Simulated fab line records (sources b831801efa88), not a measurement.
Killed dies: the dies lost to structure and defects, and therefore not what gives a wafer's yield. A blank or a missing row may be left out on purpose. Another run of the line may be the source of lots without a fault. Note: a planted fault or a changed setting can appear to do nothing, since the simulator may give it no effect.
Chamber matching || flow sky130 || 4 sister chambers for SKY_CONTACT_CMP_27 on cmp-02
The step polishes, stops on SiO2, t overpolish 15 s, target thk 0 nm. 16 wafers are shown with their chamber, then 8 later ones without.

WAFERS, EACH WITH ITS CHAMBER
{"wafer": "L860.2", "chamber": 1, "motor current A (A)": 12.4, "overpolish run s (s)": 15.011, "retaining ring pressure frac": 1.004}
{"wafer": "L860.3", "chamber": 3, "motor current A (A)": 9.7, "overpolish run s (s)": 14.995, "retaining ring pressure frac": 1.005}
{"wafer": "L860.6", "chamber": 1, "motor current A (A)": 12.6, "overpolish run s (s)": 15.012, "retaining ring pressure frac": 0.997}
{"wafer": "L861.3", "chamber": 3, "motor current A (A)": 9.5, "overpolish run s (s)": 14.996, "retaining ring pressure frac": 0.998}
{"wafer": "L861.5", "chamber": 1, "motor current A (A)": 13.4, "overpolish run s (s)": 15.004, "retaining ring pressure frac": 0.995}
{"wafer": "L861.6", "chamber": 2, "motor current A (A)": 10.7, "overpolish run s (s)": 15.004, "retaining ring pressure frac": 0.998}
{"wafer": "L864.1", "chamber": 3, "motor current A (A)": 9.8, "overpolish run s (s)": 15.009, "retaining ring pressure frac": 0.996}
{"wafer": "L864.3", "chamber": 2, "motor current A (A)": 11.3, "overpolish run s (s)": 15.002, "retaining ring pressure frac": 1.007}
{"wafer": "L864.6", "chamber": 1, "motor current A (A)": 12.1, "overpolish run s (s)": 14.997, "retaining ring pressure frac": 1.000}
{"wafer": "L865.2", "chamber": 3, "motor current A (A)": 9.8, "overpolish run s (s)": 14.981, "retaining ring pressure frac": 0.999}
{"wafer": "L865.4", "chamber": 0, "motor current A (A)": 11.6, "overpolish run s (s)": 15.013, "retaining ring pressure frac": 0.995}
{"wafer": "L865.6", "chamber": 3, "motor current A (A)": 10.1, "overpolish run s (s)": 15.003, "retaining ring pressure frac": 1.003}
{"wafer": "L871.2", "chamber": 1, "motor current A (A)": 12.9, "overpolish run s (s)": 15.017, "retaining ring pressure frac": 0.999}
{"wafer": "L871.3", "chamber": 3, "motor current A (A)": 10.4, "overpolish run s (s)": 14.999, "retaining ring pressure frac": 0.993}
{"wafer": "L871.4", "chamber": 2, "motor current A (A)": 10.2, "overpolish run s (s)": 15.005, "retaining ring pressure frac": 1.005}
{"wafer": "L877.1", "chamber": 0, "motor current A (A)": 12.7, "overpolish run s (s)": 15.003, "retaining ring pressure frac": 0.999}

SIGNATURES (averages over the wafers above)
{"reading": "motor current A", "chamber 0": 12.150, "chamber 1": 12.680, "chamber 2": 10.733, "chamber 3": 9.883, "scatter within a chamber": 0.475}
{"reading": "overpolish run s", "chamber 0": 15.00800, "chamber 1": 15.00820, "chamber 2": 15.00367, "chamber 3": 14.99717, "scatter within a chamber": 0.00787}
{"reading": "retaining ring pressure frac", "chamber 0": 0.99700, "chamber 1": 0.99900, "chamber 2": 1.00333, "chamber 3": 0.99900, "scatter within a chamber": 0.00405}
Rule: for a wafer and a chamber, the distance is found by dividing, reading by reading, the gap between the wafer's reading and the chamber's mean by the reading's scatter, squaring, summing and taking the root. If the next closest chamber is less than 2 further off than the closest, the wafer can't be placed; otherwise it belongs to the closest. The scatter: the root of (the sum of the squares of (reading less its chamber's mean) over the shown wafers, divided by (wafers less chambers)).

WAFERS WITHOUT THEIR CHAMBER
{"wafer": "L877.3", "motor current A (A)": 12.5, "overpolish run s (s)": 14.996, "retaining ring pressure frac": 1.000}
{"wafer": "L877.6", "motor current A (A)": 10.5, "overpolish run s (s)": 15.006, "retaining ring pressure frac": 0.997}
{"wafer": "L878.2", "motor current A (A)": 9.8, "overpolish run s (s)": 15.008, "retaining ring pressure frac": 0.999}
{"wafer": "L878.5", "motor current A (A)": 10.1, "overpolish run s (s)": 15.008, "retaining ring pressure frac": 1.012}
{"wafer": "L878.6", "motor current A (A)": 11.7, "overpolish run s (s)": 15.003, "retaining ring pressure frac": 0.999}
{"wafer": "L879.4", "motor current A (A)": 11.2, "overpolish run s (s)": 15.004, "retaining ring pressure frac": 0.999}
{"wafer": "L879.5", "motor current A (A)": 12.1, "overpolish run s (s)": 15.007, "retaining ring pressure frac": 0.996}
{"wafer": "L879.6", "motor current A (A)": 12.3, "overpolish run s (s)": 15.009, "retaining ring pressure frac": 1.003}

WHICH CHAMBER EACH WENT THROUGH
{"wafer": "L877.3", "from the rows above": "can't be placed: 1 or 0", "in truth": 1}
{"wafer": "L877.6", "from the rows above": "can't be placed: 2 or 3 or 0", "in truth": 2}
{"wafer": "L878.2", "from the rows above": "can't be placed: 3 or 2", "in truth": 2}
{"wafer": "L878.5", "from the rows above": "can't be placed: 2 or 3", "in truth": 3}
{"wafer": "L878.6", "from the rows above": "can't be placed: 0 or 1 or 2", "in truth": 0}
{"wafer": "L879.4", "from the rows above": "can't be placed: 2 or 0 or 3 or 1", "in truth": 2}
{"wafer": "L879.5", "from the rows above": "can't be placed: 0 or 1", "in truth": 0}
{"wafer": "L879.6", "from the rows above": "can't be placed: 1 or 0", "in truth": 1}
Placed correctly: 0 of 8. Cannot be placed on the basis of these rows: 8; the candidates contain the true chamber in 8. 0 placed wrongly.
